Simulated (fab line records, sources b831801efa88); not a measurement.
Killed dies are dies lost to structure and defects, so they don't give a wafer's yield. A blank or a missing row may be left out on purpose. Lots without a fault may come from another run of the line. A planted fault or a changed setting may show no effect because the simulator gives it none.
fab line records | flow sky130
record lots=11 wafers=33 last_day=50
route steps=708 shown METAL1@454 VIA1@471 METAL2@484 PAD_OPEN@708
lots that met no fault: from a run of the same line without faults
start_h: hours from the record's first day to the start of the lot's first wafer shown | wait_h: hours since the lot's step before | " the same as in the row above | L1.1+2: a row that stands for several wafers | - no value, or no start given | * or withheld: withheld | < > ~ a bound
route shown NAME@n: a module of which the file shows steps, and the number in the route of the first | usual: mean/standard deviation of fault-free wafers | same: alike in all rows | chamber/n: place in a boat | sites: the reading at each site | _std_site: their standard deviation | _edge_site: outer sites' mean less inner sites' | radius_mm: how far each site lies from the wafer's centre | mask NAME#n: copy n | behind: the tool/chamber that last shaped the wafer | hold: why the lot was held/for how many hours/how that ended | device: the transistor (n, p or np) that didn't switch | end of line: the same wafers' tests at the end of the route | a step without rows: its recipe alone | killed: dies lost to structure and defects at the first sort, not the wafer's yield | map: a wafer's dies, x killed, . not, _ none there
set.NAME: the setting as run; set.NAME@STEP: as run at that earlier step | model.NAME: the simulator's own value behind a step, which no gauge read
steps of the route over a sample of lots; a table a step, a row a wafer
services: from which hour (start_h, from the record's first day; less than 0 if before it) a tool's chamber was out of use, for how many hours, and why
## steps
# step SKY_METAL1_STRIP_20
# recipe chemistry=O2/N2 power_w=1400 pressure_mtorr=1500 platen_temp_c=withheld o2_flow_sccm=3000 n2_flow_sccm=300 overash_fraction=0.5
# usual drypump_motor_current_A=5.5/0.34 oes_product_au=0.343/0.0048 strip_time_to_endpoint_s=2.70/0.05
# columns lot.wafer tool chamber start_h wait_h drypump_motor_current_A oes_product_au rf_hours_counter_h strip_time_to_endpoint_s
L721.1 plasma_asher-02 0 765.95 0.1 5.4 0.335 2 2.66
L721.2 " 1 " " 6.1 0.338 2 2.72
L721.3 " 0 " " 5.4 0.345 - 2.66
L723.1 plasma_asher-02 0 791.60 0.1 5.4 0.342 5 2.58
L723.2 " 1 " " 6.0 0.345 5 2.71
L723.4 " 1 " " 6.0 0.341 - 2.73
L724.4 plasma_asher-03 1 794.94 0.1 5.2 0.343 - 2.68
L724.5 " 1 " " 5.2 0.332 - 2.66
L724.6 " 0 " " 5.6 0.349 - 2.64
L727.1 plasma_asher-04 0 815.10 0.1 5.0 0.343 96 2.72
L727.3 " 1 " " 5.7 0.340 - 2.62
L727.4 " 0 " " 5.0 0.345 - 2.70
L729.2 plasma_asher-03 1 838.95 0.1 5.2 0.341 41 2.65
L729.3 " 1 " " 5.1 0.344 - 2.66
L729.6 " 0 " " 5.6 0.346 - 2.76
L730.1 plasma_asher-03 1 839.91 0.1 5.2 0.344 41 2.72
L730.4 " 1 " " 5.2 0.347 - 2.78
L730.5 " 0 " " 5.6 0.336 - 2.75
L732.1 plasma_asher-04 1 856.71 0.1 5.6 0.343 100 2.69
L732.3 " 0 " " 5.0 0.348 - 2.76
L732.6 " 1 " " 5.7 0.348 - 2.75
L739.1 plasma_asher-04 1 902.55 0.1 5.6 0.338 105 2.67
L739.2 " 0 " " 5.0 0.340 105 2.71
L739.4 " 1 " " 5.7 0.339 - 2.65
L741.1 plasma_asher-04 1 913.66 0.1 5.7 0.340 106 2.67
L741.2 " 0 " " 5.0 0.349 106 2.69
L741.6 " 1 " " 5.7 0.345 - 2.69
L743.3 plasma_asher-04 1 925.14 0.1 5.6 0.342 - 2.70
L743.4 " 0 " " 5.0 0.345 - 2.65
L743.5 " 1 " " 5.6 0.346 - 2.67
L744.3 plasma_asher-03 0 934.73 0.1 5.6 0.343 - 2.78
L744.4 " 1 " " 5.1 0.344 - 2.71
L744.5 " 0 " " 5.6 0.351 - 2.78
# step SKY_VIA1_OVL_MEAS_13
# usual VIA1_OVL=-3/6.1
# columns lot.wafer tool chamber start_h wait_h VIA1_OVL[nm]
L721.1 overlay-01 - 793.98 0.1 -17
L721.2 " - " " -18
L721.3 " - " " -16
L723.1 overlay-02 - 818.99 0.1 -13
L723.2 " - " " -14
L723.4 " - " " -6
L724.4 overlay-02 - 822.55 0.1 3
L724.5 " - " " 4
L724.6 " - " " 1
L727.1 overlay-01 - 842.39 0.1 4
L727.3 " - " " 2
L727.4 " - " " 2
L729.2 overlay-02 - 866.09 0.1 -12
L729.3 " - " " -11
L729.6 " - " " -9
L730.1 overlay-01 - 866.44 0.1 -9
L730.4 " - " " -12
L730.5 " - " " -9
L732.1 overlay-01 - 883.29 0.1 -4
L732.3 " - " " -6
L732.6 " - " " -4
L739.1 overlay-02 - 928.84 0.1 2
L739.2 " - " " -6
L739.4 " - " " 0
L741.1 overlay-01 - 940.04 0.1 1
L741.2 " - " " -7
L741.6 " - " " -4
L743.3 overlay-01 - 952.05 0.1 5
L743.4 " - " " -8
L743.5 " - " " 0
L744.3 overlay-01 - 961.90 0.1 -2
L744.4 " - " " -6
L744.5 " - " " -9
# step SKY_VIA1_CVD_21
# recipe material=W target_thk_nm=270 time_s=80.902 temp_c=400 pressure_torr=40
# usual heater_power_w=891/52
# columns lot.wafer tool chamber start_h wait_h heater_power_w
L721.1 cvd_w-02 1 794.76 0.0 984
L721.2 " 0 " " 918
L721.3 " 1 " " 970
L723.1 cvd_w-02 0 819.80 0.0 886
L723.2 " 0 " " 890
L723.4 " 0 " " 901
L724.4 cvd_w-01 1 823.34 0.1 901
L724.5 " 0 " " 813
L724.6 " 1 " " 912
L727.1 cvd_w-01 1 843.17 0.0 890
L727.3 " 0 " " 833
L727.4 " 1 " " 880
L729.2 cvd_w-01 1 866.86 0.0 906
L729.3 " 0 " " 828
L729.6 " 0 " " 864
L730.1 cvd_w-02 1 867.25 0.0 963
L730.4 " 0 " " 892
L730.5 " 0 " " 904
L732.1 cvd_w-02 0 884.11 0.0 906
L732.3 " 0 " " 892
L732.6 " 0 " " 895
L739.1 cvd_w-01 0 929.65 0.0 828
L739.2 " 1 " " 857
L739.4 " 1 " " 862
L741.1 cvd_w-02 1 940.81 0.0 952
L741.2 " 0 " " 906
L741.6 " 1 " " 996
L743.3 cvd_w-01 1 952.85 0.1 832
L743.4 " 0 " " 831
L743.5 " 1 " " 856
L744.3 cvd_w-01 0 962.69 0.1 823
L744.4 " 1 " " 835
L744.5 " 1 " " 855
# step SKY_VIA1_RS_MEAS_22
# recipe thk_meas_gauge=four-point-probe reads=W_of_VIA1_CVD_21+TiN_of_VIA1_SPUTTER_20
# usual VIA1_W_RS=0.428/0.0045
# columns lot.wafer tool chamber start_h wait_h VIA1_W_RS[ohm/sq]
L721.1 film_metro-02 - 794.85 0.1 0.424
L721.2 " - " " 0.425
L721.3 " - " " 0.426
L723.1 film_metro-01 - 819.98 0.2 0.431
L723.2 " - " " 0.426
L723.4 " - " " 0.433
L724.4 film_metro-01 - 823.46 0.1 0.422
L724.5 " - " " 0.424
L724.6 " - " " 0.423
L727.1 film_metro-01 - 843.27 0.1 0.425
L727.3 " - " " 0.426
L727.4 " - " " 0.428
L729.2 film_metro-04 - 866.98 0.1 0.431
L729.3 " - " " 0.429
L729.6 " - " " 0.422
L730.1 film_metro-02 - 867.34 0.1 0.428
L730.4 " - " " 0.430
L730.5 " - " " 0.429
L732.1 film_metro-01 - 884.20 0.1 0.427
L732.3 " - " " 0.433
L732.6 " - " " 0.429
L739.1 film_metro-02 - 929.74 0.1 0.432
L739.2 " - " " 0.435
L739.4 " - " " 0.431
L741.1 film_metro-02 - 940.91 0.1 0.417
L741.2 " - " " 0.610
L741.6 " - " " 0.421
L743.3 film_metro-02 - 952.95 0.1 0.435
L743.4 " - " " 0.433
L743.5 " - " " 0.434
L744.3 film_metro-04 - 962.80 0.1 0.429
L744.4 " - " " 0.429
L744.5 " - " " 0.437
# step SKY_VIA1_THK_MEAS_23
# recipe thk_meas_gauge=xrf reads=W_of_VIA1_CVD_21
# usual VIA1_W_THK=282/3.2
# columns lot.wafer tool chamber start_h wait_h VIA1_W_THK[nm]
L721.1 film_metro-02 - 794.97 0.1 283
L721.2 " - " " 282
L721.3 " - " " 282
L723.1 film_metro-01 - 820.10 0.1 280
L723.2 " - " " 286
L723.4 " - " " 279
L724.4 film_metro-01 - 823.55 0.1 286
L724.5 " - " " 285
L724.6 " - " " 284
L727.1 film_metro-01 - 843.39 0.1 284
L727.3 " - " " 283
L727.4 " - " " 282
L729.2 film_metro-04 - 867.09 0.1 279
L729.3 " - " " 281
L729.6 " - " " 287
L730.1 film_metro-02 - 867.46 0.1 282
L730.4 " - " " 282
L730.5 " - " " 283
L732.1 film_metro-01 - 884.32 0.1 280
L732.3 " - " " 276
L732.6 " - " " 278
L739.1 film_metro-02 - 929.86 0.1 279
L739.2 " - " " 275
L739.4 " - " " 277
L741.1 film_metro-02 - 941.03 0.1 288
L741.2 " - " " 197
L741.6 " - " " 285
L743.3 film_metro-02 - 953.05 0.1 276
L743.4 " - " " 277
L743.5 " - " " 276
L744.3 film_metro-04 - 962.90 0.1 284
L744.4 " - " " 283
L744.5 " - " " 277
# step SKY_VIA1_CMP_24
# recipe stop_on=SiO2 t_overpolish_s=15 down_force_psi=3.5 platen_rpm=60 target_thk_nm=0 pad_velocity_m_s=0.94248
# usual motor_current_A=11.3/0.72 time_to_endpoint_s=65.0/2.5
# columns lot.wafer tool chamber start_h wait_h motor_current_A time_to_endpoint_s
L721.2 cmp-01 0 795.03 0.0 12.3 63.7
L721.3 " 1 " " 11.6 60.5
L721.1 " 3 " " 11.2 65.8
L723.2 cmp-01 0 820.16 0.0 12.1 60.0
L723.4 " 2 " " 11.8 59.3
L723.1 " 3 " " 12.0 62.2
L724.4 cmp-02 2 823.63 0.1 10.8 66.8
L724.6 " 1 " " 11.2 61.0
L724.5 " 2 " " 10.8 66.0
L727.3 cmp-02 0 843.45 0.0 8.9 65.3
L727.4 " 1 " " 11.9 59.9
L727.1 " 3 " " 11.2 65.3
L729.3 cmp-01 1 867.19 0.1 11.6 62.2
L729.2 " 2 " " 11.8 61.1
L729.6 " 1 " " 11.1 65.2
L730.1 cmp-01 0 867.57 0.1 11.7 66.3
L730.4 " 2 " " 11.7 61.4
L730.5 " 3 " " 11.2 64.5
L732.3 cmp-01 1 884.43 0.1 11.2 65.3
L732.1 " 2 " " 12.3 68.5
L732.6 " 1 " " 11.2 65.6
L739.1 cmp-01 1 929.92 0.1 11.6 64.7
L739.2 " 2 " " 11.7 66.7
L739.4 " 0 " " 11.6 67.6
L741.2 cmp-02 2 941.14 0.1 10.4 46.6
L741.1 " 0 " " 9.4 67.3
L741.6 " 2 " " 10.8 65.5
L743.4 cmp-02 1 953.09 0.0 10.7 64.6
L743.3 " 0 " " 9.1 65.6
L743.5 " 2 " " 10.2 64.3
L744.3 cmp-01 3 963.04 0.1 11.4 63.9
L744.4 " 0 " " 11.5 65.8
L744.5 " 2 " " 11.4 60.9
# step SKY_METAL2_SPUTTER_01
# recipe material=TiN target_thk_nm=20 power_w=6500 time_s=16.7 chamber_pressure_pa=0.406
# usual throttle_valve_pct=29.9/1
# same time_s=16.7
# columns lot.wafer tool chamber start_h wait_h throttle_valve_pct
L721.1 pvd_sputter-02 - 795.36 0.0 28.7
L721.2 " - " " 29.2
L721.3 " - " " 31.2
L723.1 pvd_sputter-02 - 820.48 0.0 30.9
L723.2 " - " " 28.7
L723.4 " - " " 29.4
L724.4 pvd_sputter-03 - 823.91 0.0 29.6
L724.5 " - " " 29.7
L724.6 " - " " 28.5
L727.1 pvd_sputter-03 - 843.77 0.0 29.9
L727.3 " - " " 29.7
L727.4 " - " " 28.6
L729.2 pvd_sputter-02 - 867.46 0.0 31.0
L729.3 " - " " 29.5
L729.6 " - " " 31.0
L730.1 pvd_sputter-03 - 867.84 0.0 29.9
L730.4 " - " " 29.4
L730.5 " - " " 29.2
L732.1 pvd_sputter-01 - 884.70 0.0 30.5
L732.3 " - " " 30.1
L732.6 " - " " 30.8
L739.1 pvd_sputter-01 - 930.24 0.0 30.7
L739.2 " - " " 29.3
L739.4 " - " " 30.2
L741.1 pvd_sputter-02 - 941.41 0.0 30.8
L741.2 " - " " 29.1
L741.6 " - " " 29.5
L743.3 pvd_sputter-02 - 953.41 0.0 29.5
L743.4 " - " " 29.3
L743.5 " - " " 30.9
L744.3 pvd_sputter-01 - 963.26 0.0 30.7
L744.4 " - " " 30.0
L744.5 " - " " 29.2
# step SKY_PAD_OPEN_PROBE_99
# usual defect_limited_yield=82.5/1.9 killed_at_M0_to_M3=42/7.2 killed_at_M4_up=3.5/1.8 killed_at_contacts=25/5.7 killed_at_front_end=16/4.6 killed_at_other=0.2/0.41 killed_dies=86/9.3 killed_open=47/6.3 killed_short=39/5.9
# same gross_dies=492 killed_at_back_side=0
# columns lot.wafer tool chamber start_h wait_h defect_limited_yield[%] killed_at_M0_to_M3 killed_at_M4_up killed_at_contacts killed_at_front_end killed_at_other killed_dies killed_open killed_short
L723.1 prober-02 - 1097.32 0.1 80.7 42 3 32 18 0 95 51 44
L723.2 prober-02 - 1097.37 0.1 78.9 43 6 42 13 0 104 57 47
L723.4 prober-02 - 1097.47 0.2 82.3 41 3 27 16 0 87 49 38
L727.1 prober-01 - 1115.93 0.1 83.5 45 1 19 16 0 81 40 41
L727.3 prober-01 - 1116.03 0.2 82.9 33 3 24 24 0 84 45 39
L727.4 prober-01 - 1116.08 0.2 81.7 41 0 31 18 0 90 47 43
L729.2 prober-01 - 1131.68 0.1 83.1 46 2 17 17 1 83 52 31
L729.3 prober-01 - 1131.73 0.2 80.7 38 5 29 23 0 95 53 42
L729.6 prober-01 - 1131.88 0.2 82.5 41 2 17 26 0 86 47 39
L730.1 prober-02 - 1133.57 0.1 83.5 38 4 25 14 0 81 39 42
L730.4 prober-02 - 1133.72 0.2 83.7 45 2 19 14 0 80 43 37
L730.5 prober-02 - 1133.77 0.2 80.5 55 2 25 14 0 96 51 45
L732.1 prober-02 - 1146.49 0.1 82.1 42 3 33 10 0 88 49 39
L732.3 prober-02 - 1146.59 0.2 85.4 37 3 18 14 0 72 39 33
L732.6 prober-02 - 1146.74 0.2 82.9 35 4 25 20 0 84 45 39
L739.1 prober-01 - 1182.02 0.1 83.9 36 1 23 18 1 79 46 33
L739.2 prober-01 - 1182.07 0.1 81.9 29 2 41 16 1 89 47 42
L739.4 prober-01 - 1182.17 0.2 82.9 38 1 30 15 0 84 42 42
L744.3 prober-02 - 1200.72 0.2 84.8 42 3 15 15 0 75 45 30
L744.4 prober-02 - 1200.77 0.2 86.2 34 4 26 4 0 68 46 22
L744.5 prober-02 - 1200.82 0.2 83.7 40 3 26 10 1 80 48 32
# killed by level:class
L723.1 CONTACT:geometric_particle:open=13 VIA1:geometric_particle:open=10 CONTACT:geometric_particle:short=9 METAL2:geometric_particle:short=8 FIELD_ISO:geometric_particle:open=7 LOCAL_INTERCONNECT:geometric_particle:short=6 VIA2:geometric_particle:open=6 VIA1:geometric_particle:short=5
L723.2 CONTACT:geometric_particle:open=24 METAL2:geometric_particle:short=9 VIA3:geometric_particle:open=7 LOCAL_INTERCONNECT:geometric_particle:short=7 METAL4:geometric_particle:short=6 POLY_GATE:geometric_particle:open=5 CONTACT:geometric_particle:short=5 METAL3:geometric_particle:short=5
L723.4 CONTACT:geometric_particle:open=10 VIA1:geometric_particle:open=10 VIA3:geometric_particle:open=7 CONTACT:geometric_particle:short=5 METAL2:geometric_particle:short=5 METAL3:geometric_particle:short=5 POLY_GATE:geometric_particle:open=4 LI_CONTACT:geometric_particle:open=4
L727.1 VIA2:geometric_particle:open=8 VIA3:geometric_particle:open=7 FIELD_ISO:geometric_particle:short=6 VIA1:geometric_particle:open=6 CONTACT:geometric_particle:open=6 METAL2:geometric_particle:short=6 FIELD_ISO:geometric_particle:open=5 VIA1:geometric_particle:short=5
L727.3 VIA1:geometric_particle:open=9 CONTACT:geometric_particle:open=8 CONTACT:geometric_particle:short=7 FIELD_ISO:geometric_particle:short=7 FIELD_ISO:geometric_particle:open=6 LI_CONTACT:geometric_particle:open=5 VIA2:geometric_particle:open=5 METAL1:geometric_particle:short=5
L727.4 LI_CONTACT:geometric_particle:open=9 CONTACT:geometric_particle:short=8 CONTACT:geometric_particle:open=7 VIA2:geometric_particle:open=7 VIA1:geometric_particle:open=7 POLY_GATE:geometric_particle:open=6 METAL2:geometric_particle:short=6 VIA3:geometric_particle:open=6
L729.2 VIA1:geometric_particle:open=15 VIA3:geometric_particle:open=11 VIA2:geometric_particle:open=7 FIELD_ISO:geometric_particle:open=5 LI_CONTACT:geometric_particle:short=5 LI_CONTACT:geometric_particle:open=5 VIA1:geometric_particle:short=5 FIELD_ISO:geometric_particle:short=4
L729.3 CONTACT:geometric_particle:open=12 VIA1:geometric_particle:open=11 VIA2:geometric_particle:open=9 POLY_GATE:geometric_particle:short=6 VIA1:geometric_particle:short=6 LI_CONTACT:geometric_particle:short=5 LI_CONTACT:geometric_particle:open=5 POLY_GATE:geometric_particle:open=4
L729.6 POLY_GATE:geometric_particle:short=13 VIA1:geometric_particle:open=9 CONTACT:geometric_particle:open=7 LI_CONTACT:geometric_particle:open=5 CONTACT:geometric_particle:short=5 VIA1:geometric_particle:short=5 METAL2:geometric_particle:short=5 VIA2:geometric_particle:open=5
L730.1 CONTACT:geometric_particle:open=10 VIA2:geometric_particle:open=7 VIA1:geometric_particle:open=7 VIA3:geometric_particle:open=6 LOCAL_INTERCONNECT:geometric_particle:short=5 CONTACT:geometric_particle:short=5 VIA1:geometric_particle:short=5 METAL4:geometric_particle:short=4
L730.4 VIA1:geometric_particle:open=11 CONTACT:geometric_particle:open=8 VIA3:geometric_particle:open=8 LI_CONTACT:geometric_particle:open=6 VIA1:geometric_particle:short=5 VIA3:geometric_particle:short=5 FIELD_ISO:geometric_particle:short=4 POLY_GATE:geometric_particle:short=3
L730.5 VIA1:geometric_particle:open=15 METAL1:geometric_particle:short=10 CONTACT:geometric_particle:open=9 CONTACT:geometric_particle:short=7 VIA1:geometric_particle:short=6 LI_CONTACT:geometric_particle:open=5 METAL2:geometric_particle:short=5 VIA3:geometric_particle:open=5
L732.1 CONTACT:geometric_particle:open=16 VIA1:geometric_particle:open=10 METAL1:geometric_particle:short=8 VIA2:geometric_particle:open=7 LI_CONTACT:geometric_particle:open=6 CONTACT:geometric_particle:short=6 METAL2:geometric_particle:short=5 METAL1:geometric_particle:open=3
L732.3 CONTACT:geometric_particle:open=12 VIA1:geometric_particle:open=8 VIA1:geometric_particle:short=6 METAL2:geometric_particle:short=6 VIA3:geometric_particle:open=5 POLY_GATE:geometric_particle:short=4 METAL1:geometric_particle:short=4 FIELD_ISO:geometric_particle:short=3
L732.6 VIA1:geometric_particle:open=9 CONTACT:geometric_particle:open=9 CONTACT:geometric_particle:short=8 FIELD_ISO:geometric_particle:short=5 FIELD_ISO:geometric_particle:open=5 POLY_GATE:geometric_particle:short=5 METAL1:geometric_particle:short=5 LI_CONTACT:geometric_particle:open=4
L739.1 CONTACT:geometric_particle:open=10 VIA1:geometric_particle:open=8 VIA2:geometric_particle:open=8 VIA1:geometric_particle:short=7 LOCAL_INTERCONNECT:geometric_particle:short=5 METAL2:geometric_particle:short=5 FIELD_ISO:geometric_particle:short=4 POLY_GATE:geometric_particle:open=4
L739.2 LI_CONTACT:geometric_particle:open=12 LI_CONTACT:geometric_particle:short=8 CONTACT:geometric_particle:short=8 FIELD_ISO:geometric_particle:open=7 CONTACT:geometric_particle:open=6 VIA1:geometric_particle:open=6 VIA3:geometric_particle:open=6 LOCAL_INTERCONNECT:geometric_particle:short=5
L739.4 LI_CONTACT:geometric_particle:open=9 VIA1:geometric_particle:open=9 LOCAL_INTERCONNECT:geometric_particle:short=8 CONTACT:geometric_particle:open=8 VIA1:geometric_particle:short=7 VIA3:geometric_particle:open=6 METAL2:geometric_particle:short=5 FIELD_ISO:geometric_particle:short=4
L744.3 VIA2:geometric_particle:open=10 VIA1:geometric_particle:open=9 METAL1:geometric_particle:short=7 VIA3:geometric_particle:open=6 FIELD_ISO:geometric_particle:short=5 FIELD_ISO:geometric_particle:open=4 CONTACT:geometric_particle:open=4 VIA1:geometric_particle:short=4
L744.4 VIA1:geometric_particle:open=12 CONTACT:geometric_particle:open=9 LI_CONTACT:geometric_particle:open=9 VIA2:geometric_particle:open=7 VIA3:geometric_particle:short=4 LOCAL_INTERCONNECT:geometric_particle:short=4 VIA3:geometric_particle:open=4 METAL4:geometric_particle:short=3
L744.5 VIA1:geometric_particle:open=9 CONTACT:geometric_particle:open=9 VIA2:geometric_particle:open=8 METAL1:geometric_particle:short=6 LI_CONTACT:geometric_particle:open=6 CONTACT:geometric_particle:short=6 VIA3:geometric_particle:open=6 LOCAL_INTERCONNECT:geometric_particle:short=3
## services
# columns tool chamber start_h hours kind
cmp-02 - 744.00 4.0 pm
cvd_w-02 - 753.15 2.8 pm
plasma_asher-04 - 774.01 2.8 pm
cmp-01 - 776.98 1.4 repair
cmp-01 - 781.02 13.4 pm
cmp-02 - 799.76 2.8 repair
cmp-02 - 800.13 14.2 repair
cvd_w-02 1 805.65 18.0 repair
cmp-02 - 808.29 1.1 repair
cmp-02 - 809.55 0.8 repair
cmp-01 - 839.10 0.3 repair
cvd_w-02 0 851.43 2.2 repair
plasma_asher-04 - 868.37 3.5 repair
plasma_asher-02 - 900.88 0.5 repair
cvd_w-01 - 904.00 14.0 pm
plasma_asher-03 - 905.22 14.6 pm
pvd_sputter-02 - 908.89 0.5 repair
cmp-01 - 912.00 4.0 pm
cmp-02 - 920.80 0.6 repair
cmp-01 - 937.08 5.6 pm
cmp-02 - 943.39 1.1 repair
plasma_asher-02 - 946.99 15.2 repair
pvd_sputter-02 - 947.51 4.0 repair
cmp-01 - 955.42 5.7 pm
## key
first_sign step=SKY_VIA1_RS_MEAS_22 reading=VIA1_W_RS direction=up sigmas=40 usual=0.428 struck=0.610
effect step=SKY_VIA1_THK_MEAS_23 reading=VIA1_W_THK direction=down sigmas=27 usual=282 struck=197
effect step=SKY_VIA1_CMP_24 reading=time_to_endpoint_s direction=down sigmas=7.2 usual=* struck=*
met_at SKY_VIA1_CVD_21
struck_lots L741
struck_wafers L741.2
not_acting_at SKY_METAL1_STRIP_20,SKY_VIA1_OVL_MEAS_13,SKY_METAL2_SPUTTER_01
onset_between 884.11 940.81
fault kind=process_parameter_drift tool=cvd_w-02 chamber=0 onset_h=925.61 steps=SKY_VIA1_CVD_21 channel=target_thk_nm offset=-77.744 shape=step end_h=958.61 acts_in=these_recipes_only stated=270
